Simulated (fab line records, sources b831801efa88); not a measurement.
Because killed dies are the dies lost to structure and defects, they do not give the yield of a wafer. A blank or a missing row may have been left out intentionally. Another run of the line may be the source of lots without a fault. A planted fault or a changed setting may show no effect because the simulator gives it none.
fab line records | flow gf180mcu
record: lots: 5 wafers: 15 last_day: 34
route steps=602 shown NSD@238 PSD@248 SAB@264
lots with no fault: from the same line, run without faults
start_h: start of the lot's first displayed wafer, in hours after the record's first day | wait_h: how many hours have passed since the lot's step before this one | " the same as in the row above | L1.1+2: a single row standing in for several wafers | - no value, or no start was given | * or withheld: withheld | < > ~ a bound
route shown NAME@n: names a module that has steps shown in the file, with the first one's number in the route | usual: average and standard deviation across the fault-free wafers | same: alike in all rows | chamber/n: place in a boat | sites: the reading at each site | _std_site: standard deviation of those values | _edge_site: mean of outer sites minus mean of inner sites | radius_mm: for every site, how far away it sits from the centre of the wafer | mask NAME#n: copy n | behind: tool/chamber where the wafer was last shaped | hold: why the lot went on hold/how many hours it stayed there/how the hold came to an end | device: whichever transistor did not switch (one of n, p or np) | end of line: the route-end tests of the same wafers | for a step that has no rows: nothing shown but its recipe | killed: dies lost to structure and defects at the first sort, not the wafer's yield | map: a wafer's dies, marking killed ones x, the rest . and places with no die _
set.NAME: the run value of the setting; set.NAME@STEP: its run value at that earlier step | model.NAME: the simulator's own value behind a step, which no gauge read
a table for each step, a row for each wafer; lots at some steps of the route
services: when a tool's chamber went out of use (start_h, in hours from the record's first day, below 0 if earlier), for how many hours, and the reason
== steps ==
step: GF_NSD_SOFTBAKE_03
recipe: temp_c: 90 time_s: 60 resist: NOVOLAK
usual: chill_plate_temp_C: 23.01/0.1 heater_power_total_W: 56.60/0.044 plate_temp_C: 90.00/0.13 resist_line_temp_C: 22.99/0.11
columns lot.wafer tool chamber start_h wait_h chill_plate_temp_C heater_power_total_W plate_temp_C resist_line_temp_C
L076.1 litho_track-04 0 297.98 0.1 23.09 56.59 89.95 23.08
L076.4 " 0 " " 22.98 56.62 90.12 23.04
L076.6 " 0 " " 22.89 56.52 90.01 23.04
L081.2 litho_track-03 0 344.31 0.1 23.16 56.56 90.13 22.95
L081.3 " 0 " " 23.30 56.59 90.06 22.87
L081.5 " 0 " " 23.17 56.64 89.89 23.11
L084.2 litho_track-03 0 377.56 0.1 23.15 56.56 90.04 22.80
L084.3 " 0 " " 23.10 56.54 90.11 22.74
L084.4 " 0 " " 23.10 56.57 90.01 22.89
L085.3 litho_track-01 0 387.84 0.1 23.14 56.61 90.01 22.91
L085.5 " 0 " " 23.00 56.63 89.94 22.89
L085.6 " 0 " " 23.13 56.59 90.11 22.81
L096.1 litho_track-03 0 463.78 0.1 22.94 56.63 89.80 23.02
L096.3 " 0 " " 22.98 56.63 89.86 23.02
L096.6 " 0 " " 23.10 56.58 89.95 23.07
step: GF_NSD_EXPOSE_04
recipe: mask_id: Nplus target_cd_nm: 400 na: 0.6 source_shape: conventional sigma_outer: 0.6 dose_mj: 140
columns lot.wafer tool chamber start_h wait_h mask
L076.1+4+6 iline_stepper-01 0 - - Nplus#0
L081.2+3+5 iline_stepper-01 0 - - Nplus#0
L084.2+3+4 iline_stepper-01 0 - - Nplus#0
L085.3+5+6 iline_stepper-02 0 - - Nplus#0
L096.1+3+6 iline_stepper-01 0 - - Nplus#0
step: GF_NSD_PEB_05
recipe: temp_c: withheld time_s: * resist: NOVOLAK
usual: chill_plate_temp_C: * resist_line_temp_C: *
columns lot.wafer tool chamber start_h wait_h chill_plate_temp_C resist_line_temp_C
L076.1 litho_track-03 0 - - * *
L076.4 " 0 " " * *
L076.6 " 0 " " * *
L081.2 litho_track-01 0 - - * *
L081.3 " 0 " " * *
L081.5 " 0 " " * *
L084.2 litho_track-04 0 - - * *
L084.3 " 0 " " * *
L084.4 " 0 " " * *
L085.3 litho_track-01 0 - - * *
L085.5 " 0 " " * *
L085.6 " 0 " " * *
L096.1 litho_track-01 0 - - * *
L096.3 " 0 " " * *
L096.6 " 0 " " * *
step: GF_NSD_DEVELOP_06
recipe: develop_time_s: 60 dev_temp_c: 23
usual: chill_plate_temp_C: 22.98/0.11 resist_line_temp_C: 23.00/0.11
columns lot.wafer tool chamber start_h wait_h chill_plate_temp_C resist_line_temp_C
L076.1 litho_track-03 0 308.58 0.1 23.00 22.88
L076.4 " 0 " " 23.15 22.98
L076.6 " 0 " " 22.96 22.95
L081.2 litho_track-01 0 355.51 0.1 23.00 22.92
L081.3 " 0 " " 22.93 22.88
L081.5 " 0 " " 23.07 22.99
L084.2 litho_track-04 0 387.76 0.1 22.96 22.90
L084.3 " 0 " " 23.10 23.02
L084.4 " 0 " " 23.10 23.05
L085.3 litho_track-01 0 399.64 0.1 23.08 23.04
L085.5 " 0 " " 23.16 22.96
L085.6 " 0 " " 22.98 23.10
L096.1 litho_track-01 0 475.68 0.1 23.05 23.03
L096.3 " 0 " " 22.98 22.94
L096.6 " 0 " " 22.93 22.98
step: GF_NSD_CD_MEAS_07
recipe: target_cd_nm: 400
usual: cd_nm: 400/3
columns lot.wafer tool chamber start_h wait_h cd_nm
L076.1 cd_sem-02 - 308.73 0.1 398
L076.4 " - " " 397
L076.6 " - " " 398
L081.2 cd_sem-01 - 355.66 0.1 401
L081.3 " - " " 399
L081.5 " - " " 400
L084.2 cd_sem-01 - 387.90 0.1 396
L084.3 " - " " 397
L084.4 " - " " 396
L085.3 cd_sem-01 - 399.78 0.1 404
L085.5 " - " " 400
L085.6 " - " " 400
L096.1 cd_sem-01 - 475.83 0.1 404
L096.3 " - " " 406
L096.6 " - " " 405
step: GF_NSD_OVL_MEAS_08
usual: NSD_OVL: -0.7/1.3
columns lot.wafer tool chamber start_h wait_h NSD_OVL[nm]
L076.1 overlay-02 - 308.85 0.1 -0.3
L076.4 " - " " -0.8
L076.6 " - " " -1.0
L081.2 overlay-01 - 355.76 0.1 -3.4
L081.3 " - " " -1.6
L081.5 " - " " -0.5
L084.2 overlay-01 - 388.01 0.1 0.0
L084.3 " - " " 0.7
L084.4 " - " " 0.1
L085.3 overlay-02 - 399.87 0.1 -0.5
L085.5 " - " " -0.5
L085.6 " - " " -1.8
L096.1 overlay-01 - 475.95 0.1 0.3
L096.3 " - " " 0.2
L096.6 " - " " 1.3
step: GF_NSD_IMPLANT_09
recipe: species: As energy_kev: 60 dose_cm2: 4e+15 tilt_deg: 7
columns lot.wafer tool chamber start_h wait_h
L076.1+4+6 implanter-01 0 308.89 0.0
L081.2+3+5 implanter-04 0 355.82 0.0
L084.2+3+4 implanter-04 0 388.06 0.0
L085.3+5+6 implanter-03 0 399.94 0.1
L096.1+3+6 implanter-04 0 475.99 0.0
step: GF_NSD_IMPLANT_10
recipe: species: P energy_kev: 40 dose_cm2: 5e+14 tilt_deg: 7
columns lot.wafer tool chamber start_h wait_h
L076.1+4+6 implanter-01 0 309.04 0.1
L081.2+3+5 implanter-04 0 355.97 0.1
L084.2+3+4 implanter-04 0 388.21 0.1
L085.3+5+6 implanter-03 0 400.09 0.1
L096.1+3+6 implanter-04 0 476.14 0.1
step: GF_NSD_STRIP_11
recipe: chemistry: O2/N2 power_w: 1400 pressure_mtorr: 1500 platen_temp_c: 250 o2_flow_sccm: 3000 n2_flow_sccm: 300 overash_fraction: 0.5
usual: drypump_motor_current_A: 5.6/0.32 heater_power_w: 326/23 o2_flow_sccm: 3001/8.9 oes_product_au: 0.487/0.0041 strip_time_to_endpoint_s: 22.95/0.044
same: overash_fraction: 0.5
columns lot.wafer tool chamber start_h wait_h drypump_motor_current_A heater_power_w o2_flow_sccm oes_product_au rf_hours_counter_h strip_time_to_endpoint_s
L076.1 plasma_asher-04 1 309.19 0.1 5.0 304 2999 0.483 72 22.95
L076.4 " 0 " " 5.9 308 2990 0.488 - 22.94
L076.6 " 0 " " 5.9 307 2992 0.482 - 22.95
L081.2 plasma_asher-04 1 356.09 0.1 4.9 308 3004 0.493 78 22.94
L081.3 " 0 " " 5.9 312 2999 0.485 - 22.98
L081.5 " 0 " " 5.9 312 2997 0.490 - 22.99
L084.2 plasma_asher-01 0 388.34 0.1 5.9 340 3001 0.485 78 23.04
L084.3 " 0 " " 5.9 339 3012 0.480 - 22.97
L084.4 " 1 " " 5.6 304 2992 0.491 - 23.00
L085.3 plasma_asher-03 1 400.22 0.1 5.5 362 3017 0.487 - 22.97
L085.5 " 0 " " 5.9 334 3008 0.489 - 22.92
L085.6 " 1 " " 5.5 366 3020 0.485 - 22.93
L096.1 plasma_asher-01 0 476.29 0.1 5.9 356 3009 0.488 5 22.89
L096.3 " 0 " " 5.9 356 3011 0.485 - 22.91
L096.6 " 0 " " 5.9 361 2999 0.486 - 22.94
step: GF_NSD_TW_MEAS_12
usual: NSD_TW: 4273/48
columns lot.wafer tool chamber start_h wait_h NSD_TW
L076.1 film_metro-04 - 309.29 0.1 4195
L076.4 " - " " 4194
L076.6 " - " " 4198
L081.2 film_metro-04 - 356.20 0.1 4218
L081.3 " - " " 4204
L081.5 " - " " 4218
L084.2 film_metro-03 - 388.45 0.1 4321
L084.3 " - " " 4338
L084.4 " - " " 4347
L085.3 film_metro-02 - 400.31 0.1 4284
L085.5 " - " " 4285
L085.6 " - " " 4313
L096.1 film_metro-04 - 476.39 0.1 4313
L096.3 " - " " 4314
L096.6 " - " " 4326
step: GF_PSD_DEHYDRATE_00
recipe: temp_c: 200 time_s: 60
usual: chill_plate_temp_C: 23.02/0.11 heater_power_total_W: 160.39/0.12 plate_temp_C: 199.97/0.15 resist_line_temp_C: 22.99/0.097
columns lot.wafer tool chamber start_h wait_h chill_plate_temp_C heater_power_total_W plate_temp_C resist_line_temp_C
L076.1 litho_track-02 0 318.92 9.6 22.88 160.61 199.92 23.00
L076.4 " 0 " " 23.12 160.53 199.96 22.92
L076.6 " 0 " " 23.05 160.24 199.91 23.15
L081.2 litho_track-03 0 366.11 9.9 23.17 160.39 199.94 23.05
L081.3 " 0 " " 23.21 160.35 199.86 22.97
L081.5 " 0 " " 23.02 160.40 199.58 22.99
L084.2 litho_track-04 0 399.86 11.4 22.99 160.48 199.98 22.85
L084.3 " 0 " " 22.95 160.29 200.03 22.99
L084.4 " 0 " " 22.87 160.33 199.80 23.02
L085.3 litho_track-02 0 411.51 11.2 23.08 160.50 200.10 23.06
L085.5 " 0 " " 22.97 160.32 199.99 23.10
L085.6 " 0 " " 23.01 160.38 199.71 23.03
L096.1 litho_track-04 0 487.88 11.5 23.20 160.23 199.84 22.94
L096.3 " 0 " " 23.25 160.29 199.91 22.98
L096.6 " 0 " " 23.03 160.46 199.91 23.03
step: GF_PSD_HMDS_01
recipe: prime_time_s: 60 prime_temp_c: 120
usual: chill_plate_temp_C: 22.99/0.12 resist_line_temp_C: 23.01/0.13
columns lot.wafer tool chamber start_h wait_h chill_plate_temp_C resist_line_temp_C
L076.1 litho_track-02 0 319.07 0.1 23.00 23.02
L076.4 " 0 " " 22.84 23.00
L076.6 " 0 " " 22.99 23.00
L081.2 litho_track-03 0 366.26 0.1 22.98 23.01
L081.3 " 0 " " 23.05 22.96
L081.5 " 0 " " 23.07 22.99
L084.2 litho_track-04 0 400.01 0.1 23.25 22.92
L084.3 " 0 " " 23.10 23.05
L084.4 " 0 " " 23.06 23.05
L085.3 litho_track-02 0 411.66 0.1 23.17 23.11
L085.5 " 0 " " 23.07 23.10
L085.6 " 0 " " 23.20 23.11
L096.1 litho_track-04 0 488.03 0.1 23.02 23.17
L096.3 " 0 " " 22.89 23.20
L096.6 " 0 " " 23.01 23.14
step: GF_PSD_COAT_02
recipe: resist: NOVOLAK spin_rpm: 3000 resist_thk_nm: 1000
usual: chill_plate_temp_C: 23.01/0.097 resist_line_temp_C: 23.02/0.099
columns lot.wafer tool chamber start_h wait_h chill_plate_temp_C resist_line_temp_C
L076.1 litho_track-02 0 319.22 0.1 23.05 22.86
L076.4 " 0 " " 23.14 23.00
L076.6 " 0 " " 22.97 22.81
L081.2 litho_track-03 0 366.41 0.1 23.01 23.09
L081.3 " 0 " " 23.04 22.99
L081.5 " 0 " " 23.14 23.08
L084.2 litho_track-04 0 400.16 0.1 23.02 22.77
L084.3 " 0 " " 22.94 22.91
L084.4 " 0 " " 22.87 23.07
L085.3 litho_track-02 0 411.81 0.1 22.92 23.05
L085.5 " 0 " " 23.03 23.12
L085.6 " 0 " " 23.07 23.13
L096.1 litho_track-04 0 488.18 0.1 23.03 22.92
L096.3 " 0 " " 23.00 23.16
L096.6 " 0 " " 22.91 23.01
step: GF_PSD_SOFTBAKE_03
recipe: temp_c: 90 time_s: 60 resist: NOVOLAK
usual: chill_plate_temp_C: 22.98/0.1 heater_power_total_W: 56.59/0.045 plate_temp_C: 89.99/0.13 resist_line_temp_C: 23.00/0.11
columns lot.wafer tool chamber start_h wait_h chill_plate_temp_C heater_power_total_W plate_temp_C resist_line_temp_C
L076.1 litho_track-02 0 319.37 0.1 22.83 56.66 89.75 22.99
L076.4 " 0 " " 23.02 56.55 89.92 22.98
L076.6 " 0 " " 22.82 56.55 89.80 22.72
L081.2 litho_track-03 0 366.56 0.1 23.11 56.61 90.04 23.21
L081.3 " 0 " " 23.13 56.67 90.06 23.13
L081.5 " 0 " " 23.10 56.62 89.95 22.95
L084.2 litho_track-04 0 400.31 0.1 23.00 56.68 89.87 22.96
L084.3 " 0 " " 22.96 56.63 89.88 23.18
L084.4 " 0 " " 23.00 56.58 89.78 23.09
L085.3 litho_track-02 0 411.96 0.1 22.81 56.56 90.00 22.95
L085.5 " 0 " " 22.92 56.61 90.09 23.05
L085.6 " 0 " " 22.95 56.63 90.11 22.93
L096.1 litho_track-04 0 488.33 0.1 22.98 56.50 90.07 22.98
L096.3 " 0 " " 23.22 56.63 90.13 22.98
L096.6 " 0 " " 23.11 56.60 89.95 22.83
step: GF_PSD_EXPOSE_04
recipe: mask_id: Pplus target_cd_nm: 400 na: 0.6 source_shape: conventional sigma_outer: 0.6 dose_mj: 140
columns lot.wafer tool chamber start_h wait_h mask
L076.1+4+6 iline_stepper-02 0 - - Pplus#0
L081.2+3+5 iline_stepper-02 0 - - Pplus#0
L084.2+3+4 iline_stepper-02 0 - - Pplus#0
L085.3+5+6 iline_stepper-01 0 - - Pplus#0
L096.1+3+6 iline_stepper-02 0 - - Pplus#0
step: GF_PSD_PEB_05
recipe: temp_c: withheld time_s: * resist: NOVOLAK
usual: chill_plate_temp_C: * resist_line_temp_C: *
columns lot.wafer tool chamber start_h wait_h chill_plate_temp_C resist_line_temp_C
L076.1 litho_track-04 0 - - * *
L076.4 " 0 " " * *
L076.6 " 0 " " * *
L081.2 litho_track-03 0 - - * *
L081.3 " 0 " " * *
L081.5 " 0 " " * *
L084.2 litho_track-04 0 - - * *
L084.3 " 0 " " * *
L084.4 " 0 " " * *
L085.3 litho_track-03 0 - - * *
L085.5 " 0 " " * *
L085.6 " 0 " " * *
L096.1 litho_track-03 0 - - * *
L096.3 " 0 " " * *
L096.6 " 0 " " * *
step: GF_PSD_DEVELOP_06
recipe: develop_time_s: 60 dev_temp_c: 23.31
usual: chill_plate_temp_C: 22.99/0.1 resist_line_temp_C: 23.01/0.11
columns lot.wafer tool chamber start_h wait_h chill_plate_temp_C resist_line_temp_C
L076.1 litho_track-04 0 329.18 0.1 22.89 22.92
L076.4 " 0 " " 22.89 22.86
L076.6 " 0 " " 22.90 23.00
L081.2 litho_track-03 0 377.86 0.1 22.93 22.95
L081.3 " 0 " " 22.95 23.06
L081.5 " 0 " " 22.90 23.02
L084.2 litho_track-04 0 411.81 0.1 23.00 23.01
L084.3 " 0 " " 22.93 22.84
L084.4 " 0 " " 23.20 23.01
L085.3 litho_track-03 0 423.63 0.1 23.10 23.07
L085.5 " 0 " " 22.85 23.07
L085.6 " 0 " " 22.85 23.00
L096.1 litho_track-03 0 499.83 0.1 22.98 23.12
L096.3 " 0 " " 22.78 22.97
L096.6 " 0 " " 23.07 23.21
step: GF_PSD_CD_MEAS_07
recipe: target_cd_nm: 400
usual: cd_nm: 400.3/2.1
columns lot.wafer tool chamber start_h wait_h cd_nm
L076.1 cd_sem-01 - 329.33 0.1 399.5
L076.4 " - " " 399.9
L076.6 " - " " 399.2
L081.2 cd_sem-01 - 378.00 0.1 401.4
L081.3 " - " " 400.5
L081.5 " - " " 400.6
L084.2 cd_sem-01 - 411.95 0.1 399.0
L084.3 " - " " 396.4
L084.4 " - " " 400.5
L085.3 cd_sem-01 - 423.77 0.1 401.8
L085.5 " - " " 398.8
L085.6 " - " " 400.2
L096.1 cd_sem-01 - 499.98 0.1 401.9
L096.3 " - " " 402.2
L096.6 " - " " 401.4
step: GF_PSD_OVL_MEAS_08
usual: PSD_OVL: 1.0/1.3
columns lot.wafer tool chamber start_h wait_h PSD_OVL[nm]
L076.1 overlay-02 - 329.45 0.1 0.8
L076.4 " - " " 0.9
L076.6 " - " " 0.9
L081.2 overlay-02 - 378.11 0.1 1.9
L081.3 " - " " 1.9
L081.5 " - " " -0.6
L084.2 overlay-02 - 412.06 0.1 0.9
L084.3 " - " " 2.0
L084.4 " - " " 3.0
L085.3 overlay-01 - 423.86 0.1 -1.9
L085.5 " - " " 0.4
L085.6 " - " " 0.9
L096.1 overlay-01 - 500.10 0.1 -2.8
L096.3 " - " " -0.2
L096.6 " - " " -0.5
step: GF_PSD_IMPLANT_09
recipe: species: BF2 energy_kev: 40 dose_cm2: 1.5e+15 tilt_deg: 7
columns lot.wafer tool chamber start_h wait_h
L076.1+4+6 implanter-02 0 329.49 0.0
L081.2+3+5 implanter-02 0 378.16 0.0
L084.2+3+4 implanter-03 0 412.11 0.0
L085.3+5+6 implanter-03 0 423.94 0.1
L096.1+3+6 implanter-03 0 500.14 0.0
step: GF_PSD_STRIP_10
recipe: chemistry: O2/N2 power_w: 1400 pressure_mtorr: 1500 platen_temp_c: 250 o2_flow_sccm: 3000 n2_flow_sccm: 300 overash_fraction: 0.5
usual: drypump_motor_current_A: 5.66/0.17 heater_power_w: 358/38 o2_flow_sccm: 2999/9.6 oes_product_au: 0.592/0.0046 strip_time_to_endpoint_s: 16.53/0.038
same: overash_fraction: 0.5
columns lot.wafer tool chamber start_h wait_h drypump_motor_current_A heater_power_w o2_flow_sccm oes_product_au rf_hours_counter_h strip_time_to_endpoint_s
L076.1 plasma_asher-01 1 329.64 0.1 5.58 303 3003 0.595 71 16.52
L076.4 " 1 " " 5.60 310 2999 0.586 - 16.54
L076.6 " 0 " " 5.90 341 2989 0.587 - 16.51
L081.2 plasma_asher-01 0 378.29 0.1 5.90 332 2995 0.599 77 16.52
L081.3 " 0 " " 5.90 339 2998 0.587 - 16.52
L081.5 " 1 " " 5.58 306 3000 0.593 - 16.51
L084.2 plasma_asher-02 0 412.24 0.1 5.45 390 3011 0.587 21 16.50
L084.3 " 0 " " 5.49 394 2999 0.591 - 16.51
L084.4 " 1 " " 5.62 422 3010 0.591 - 16.50
L085.3 plasma_asher-02 1 424.07 0.1 5.57 422 2988 0.592 - 16.57
L085.5 " 0 " " 5.48 394 2999 0.599 - 16.57
L085.6 " 1 " " 5.56 415 3004 0.594 - 16.51
L096.1 plasma_asher-02 0 500.29 0.1 5.49 400 3003 0.589 31 16.51
L096.3 " 0 " " 5.46 392 2997 0.588 - 16.53
L096.6 " 0 " " 5.46 383 2998 0.595 - 16.50
step: GF_PSD_TW_MEAS_11
usual: PSD_TW: 3208/31
columns lot.wafer tool chamber start_h wait_h PSD_TW
L076.1 film_metro-03 - 329.74 0.1 3251
L076.4 " - " " 3267
L076.6 " - " " 3242
L081.2 film_metro-02 - 378.40 0.1 3222
L081.3 " - " " 3211
L081.5 " - " " 3223
L084.2 film_metro-02 - 412.35 0.1 3201
L084.3 " - " " 3191
L084.4 " - " " 3195
L085.3 film_metro-02 - 424.16 0.1 3178
L085.5 " - " " 3206
L085.6 " - " " 3199
L096.1 film_metro-03 - 500.39 0.1 3234
L096.3 " - " " 3238
L096.6 " - " " 3244
step: GF_PSD_CLEAN_12
recipe: chemistry: SC1/SC2 mix: 1:4:20 temp_c: 70 time_s: 150 dry: n2_spin
columns lot.wafer tool chamber start_h wait_h
L076.1+4+6 wet_bench-02 1 329.80 0.1
L081.2+3+5 wet_bench-02 1 378.45 0.0
L084.2+3+4 wet_bench-03 0 412.40 0.0
L085.3+5+6 wet_bench-02 1 424.20 0.0
L096.1+3+6 wet_bench-03 3 500.45 0.1
step: GF_PSD_RTA_13
recipe: temp_c: 1025 time_s: 20 ambient: N2
usual: lamp_power_pct: 32.6/1.8 wafer_temp_C_max: 1029.6/2
columns lot.wafer tool chamber start_h wait_h lamp_power_pct wafer_temp_C_max
L076.1 rtp_anneal-02 0 329.85 0.0 30.6 1027.8
L076.4 " 0 " " 30.6 1027.4
L076.6 " 0 " " 30.6 1028.6
L081.2 rtp_anneal-01 0 378.52 0.0 34.3 1031.8
L081.3 " 0 " " 34.3 1031.3
L081.5 " 0 " " 34.3 1030.8
L084.2 rtp_anneal-02 0 412.46 0.0 30.6 1027.7
L084.3 " 0 " " 30.6 1028.6
L084.4 " 0 " " 30.6 1028.2
L085.3 rtp_anneal-02 0 424.28 0.0 30.6 1027.5
L085.5 " 0 " " 30.6 1027.5
L085.6 " 0 " " 30.6 1027.6
L096.1 rtp_anneal-02 0 500.50 0.0 30.6 1026.0
L096.3 " 0 " " 30.6 1026.9
L096.6 " 0 " " 30.6 1027.1
step: GF_PSD_RS_MEAS_14
recipe: thk_meas_gauge: four-point-probe
usual: NSD_RS: 46.19/0.085
columns lot.wafer tool chamber start_h wait_h NSD_RS[ohm/sq]
L076.1 film_metro-02 - 329.93 0.1 46.27
L076.4 " - " " 46.24
L076.6 " - " " 46.12
L081.2 film_metro-03 - 378.61 0.1 46.21
L081.3 " - " " 46.04
L081.5 " - " " 46.25
L084.2 film_metro-02 - 412.55 0.1 46.32
L084.3 " - " " 46.31
L084.4 " - " " 46.24
L085.3 film_metro-03 - 424.37 0.1 46.14
L085.5 " - " " 46.09
L085.6 " - " " 46.16
L096.1 film_metro-02 - 500.58 0.1 46.07
L096.3 " - " " 46.19
L096.6 " - " " 46.09
step: GF_PSD_RS_MEAS_15
recipe: thk_meas_gauge: four-point-probe
usual: PSD_RS: 108.72/0.3
columns lot.wafer tool chamber start_h wait_h PSD_RS[ohm/sq]
L076.1 film_metro-02 - 330.05 0.1 109.10
L076.4 " - " " 108.83
L076.6 " - " " 108.74
L081.2 film_metro-03 - 378.73 0.1 108.98
L081.3 " - " " 108.46
L081.5 " - " " 109.14
L084.2 film_metro-02 - 412.67 0.1 109.29
L084.3 " - " " 109.40
L084.4 " - " " 109.32
L085.3 film_metro-03 - 424.49 0.1 108.32
L085.5 " - " " 108.27
L085.6 " - " " 108.34
L096.1 film_metro-02 - 500.70 0.1 108.76
L096.3 " - " " 108.53
L096.6 " - " " 108.57
step: GF_SAB_CVD_00
recipe: material: SiO2 target_thk_nm: 50 precursor: TEOS temp_c: 400 time_s: 4.9302 rf_w: 600
usual: heater_power_w: 738/87
columns lot.wafer tool chamber start_h wait_h heater_power_w
L076.1 pecvd-04 0 330.17 0.1 634
L076.4 " 1 " " 798
L076.6 " 0 " " 635
L081.2 pecvd-01 0 378.83 0.1 777
L081.3 " 1 " " 765
L081.5 " 0 " " 805
L084.2 pecvd-04 0 412.77 0.1 627
L084.3 " 2 " " 677
L084.4 " 2 " " 670
L085.3 pecvd-04 2 424.58 0.1 754
L085.5 " 2 " " 795
L085.6 " 1 " " 761
L096.1 pecvd-01 1 500.82 0.1 681
L096.3 " 2 " " 936
L096.6 " 1 " " 684
step: GF_SAB_THK_MEAS_01
recipe: reads: SiO2_of_SAB_CVD_00
usual: SAB_CVD_00_THK: 50.0/0.68
columns lot.wafer tool chamber start_h wait_h SAB_CVD_00_THK[nm]
L076.1 film_metro-01 - 330.19 0.0 49.6
L076.4 " - " " 50.7
L076.6 " - " " 50.6
L081.2 film_metro-02 - 378.86 0.0 49.0
L081.3 " - " " 49.7
L081.5 " - " " 49.8
L084.2 film_metro-01 - 412.80 0.0 49.9
L084.3 " - " " 49.1
L084.4 " - " " 49.9
L085.3 film_metro-02 - 424.62 0.0 49.6
L085.5 " - " " 50.0
L085.6 " - " " 50.2
L096.1 film_metro-01 - 500.84 0.0 49.3
L096.3 " - " " 49.4
L096.6 " - " " 50.2
step: GF_SAB_DEHYDRATE_02
recipe: temp_c: 200 time_s: 60
usual: chill_plate_temp_C: 22.98/0.093 heater_power_total_W: 160.37/0.13 plate_temp_C: 200.01/0.14 resist_line_temp_C: 23.00/0.11
columns lot.wafer tool chamber start_h wait_h chill_plate_temp_C heater_power_total_W plate_temp_C resist_line_temp_C
L076.1 litho_track-02 0 339.96 9.8 22.83 160.49 200.02 23.13
L076.4 " 0 " " 22.91 160.20 199.84 22.84
L076.6 " 0 " " 22.91 160.34 200.05 23.13
L081.2 litho_track-02 0 388.99 10.1 22.92 160.44 199.88 23.01
L081.3 " 0 " " 22.98 160.24 199.98 22.92
L081.5 " 0 " " 23.02 160.31 199.92 23.08
L084.2 litho_track-01 0 423.81 11.0 23.04 160.55 200.14 23.02
L084.3 " 0 " " 22.91 160.38 199.89 23.08
L084.4 " 0 " " 23.08 160.58 200.14 23.15
L085.3 litho_track-03 0 435.58 11.0 22.99 160.33 199.99 23.33
L085.5 " 0 " " 22.97 160.30 199.95 23.12
L085.6 " 0 " " 22.99 160.35 200.03 23.12
L096.1 litho_track-02 0 512.21 11.4 22.91 160.44 200.07 22.95
L096.3 " 0 " " 23.04 160.43 200.18 22.77
L096.6 " 0 " " 23.16 160.47 200.01 22.97
step: GF_SAB_HMDS_03
recipe: prime_time_s: 60 prime_temp_c: 120
usual: chill_plate_temp_C: 22.97/0.11 resist_line_temp_C: 23.01/0.096
columns lot.wafer tool chamber start_h wait_h chill_plate_temp_C resist_line_temp_C
L076.1 litho_track-02 0 340.11 0.1 22.77 22.98
L076.4 " 0 " " 22.80 22.93
L076.6 " 0 " " 22.83 23.01
L081.2 litho_track-02 0 389.14 0.1 22.96 23.02
L081.3 " 0 " " 23.11 23.10
L081.5 " 0 " " 22.94 23.09
L084.2 litho_track-01 0 423.96 0.1 22.99 22.81
L084.3 " 0 " " 23.06 23.11
L084.4 " 0 " " 22.96 23.02
L085.3 litho_track-03 0 435.73 0.1 22.94 22.86
L085.5 " 0 " " 23.10 22.95
L085.6 " 0 " " 22.92 22.93
L096.1 litho_track-02 0 512.36 0.1 22.95 23.03
L096.3 " 0 " " 22.87 23.04
L096.6 " 0 " " 22.87 23.20
step: GF_SAB_COAT_04
recipe: resist: NOVOLAK spin_rpm: 3000 resist_thk_nm: 1000
usual: chill_plate_temp_C: 23.01/0.099 resist_line_temp_C: 23.01/0.1
columns lot.wafer tool chamber start_h wait_h chill_plate_temp_C resist_line_temp_C
L076.1 litho_track-02 0 340.26 0.1 23.01 23.00
L076.4 " 0 " " 22.98 22.89
L076.6 " 0 " " 23.09 22.82
L081.2 litho_track-02 0 389.29 0.1 22.93 23.03
L081.3 " 0 " " 22.90 23.13
L081.5 " 0 " " 22.96 23.18
L084.2 litho_track-01 0 424.11 0.1 22.90 23.13
L084.3 " 0 " " 23.19 23.12
L084.4 " 0 " " 22.98 22.95
L085.3 litho_track-03 0 435.88 0.1 23.00 22.94
L085.5 " 0 " " 22.89 23.00
L085.6 " 0 " " 22.87 22.97
L096.1 litho_track-02 0 512.51 0.1 22.97 22.95
L096.3 " 0 " " 22.89 23.04
L096.6 " 0 " " 22.94 23.03
step: GF_SAB_SOFTBAKE_05
recipe: temp_c: 90 time_s: 60 resist: NOVOLAK
usual: chill_plate_temp_C: 23.00/0.12 heater_power_total_W: 56.60/0.043 plate_temp_C: 90.00/0.12 resist_line_temp_C: 23.00/0.1
columns lot.wafer tool chamber start_h wait_h chill_plate_temp_C heater_power_total_W plate_temp_C resist_line_temp_C
L076.1 litho_track-02 0 340.41 0.1 22.93 56.53 90.16 23.08
L076.4 " 0 " " 23.09 56.55 90.11 23.03
L076.6 " 0 " " 23.04 56.63 90.11 22.97
L081.2 litho_track-02 0 389.44 0.1 22.99 56.58 89.97 23.17
L081.3 " 0 " " 23.07 56.65 89.86 23.26
L081.5 " 0 " " 23.08 56.59 89.99 23.16
L084.2 litho_track-01 0 424.26 0.1 23.08 56.61 90.22 22.91
L084.3 " 0 " " 23.08 56.66 90.02 23.08
L084.4 " 0 " " 23.04 56.59 89.99 22.85
L085.3 litho_track-03 0 436.03 0.1 22.99 56.58 89.97 22.93
L085.5 " 0 " " 22.93 56.54 89.89 22.86
L085.6 " 0 " " 23.05 56.67 89.96 22.95
L096.1 litho_track-02 0 512.66 0.1 22.87 56.57 89.82 22.95
L096.3 " 0 " " 22.74 56.59 90.05 23.07
L096.6 " 0 " " 22.87 56.66 89.81 23.03
step: GF_SAB_EXPOSE_06
recipe: mask_id: SAB target_cd_nm: 420 na: 0.6 source_shape: conventional sigma_outer: 0.6 dose_mj: 140
columns lot.wafer tool chamber start_h wait_h mask
L076.1+4+6 iline_stepper-01 0 - - SAB#0
L081.2+3+5 iline_stepper-02 0 - - SAB#0
L084.2+3+4 iline_stepper-01 0 - - SAB#0
L085.3+5+6 iline_stepper-01 0 - - SAB#0
L096.1+3+6 iline_stepper-01 0 - - SAB#0
== services ==
columns tool chamber start_h hours kind
iline_stepper-02 - 277.75 1.7 pm
pecvd-04 1 278.98 18.4 repair
iline_stepper-01 - 285.85 2.1 pm
implanter-03 - 286.12 4.0 pm
implanter-04 - 291.86 8.2 repair
plasma_asher-02 - 304.19 2.8 pm
plasma_asher-02 - 336.53 13.3 repair
implanter-03 - 343.56 2.2 repair
iline_stepper-01 - 349.28 4.4 pm
plasma_asher-02 - 355.69 5.4 repair
iline_stepper-01 - 359.88 0.6 repair
plasma_asher-02 - 367.57 4.6 repair
pecvd-04 - 368.88 14.0 pm
iline_stepper-01 - 379.71 7.6 repair
pecvd-04 2 384.51 4.2 repair
plasma_asher-01 - 392.91 0.5 repair
pecvd-04 2 398.19 1.7 repair
iline_stepper-01 - 401.83 3.7 repair
pecvd-04 0 419.64 5.7 repair
plasma_asher-01 - 421.25 9.0 pm
pecvd-04 - 454.44 0.9 repair
iline_stepper-01 - 456.46 3.8 repair
iline_stepper-01 - 479.34 1.7 pm
iline_stepper-02 - 495.93 1.7 pm
== key ==
fault none
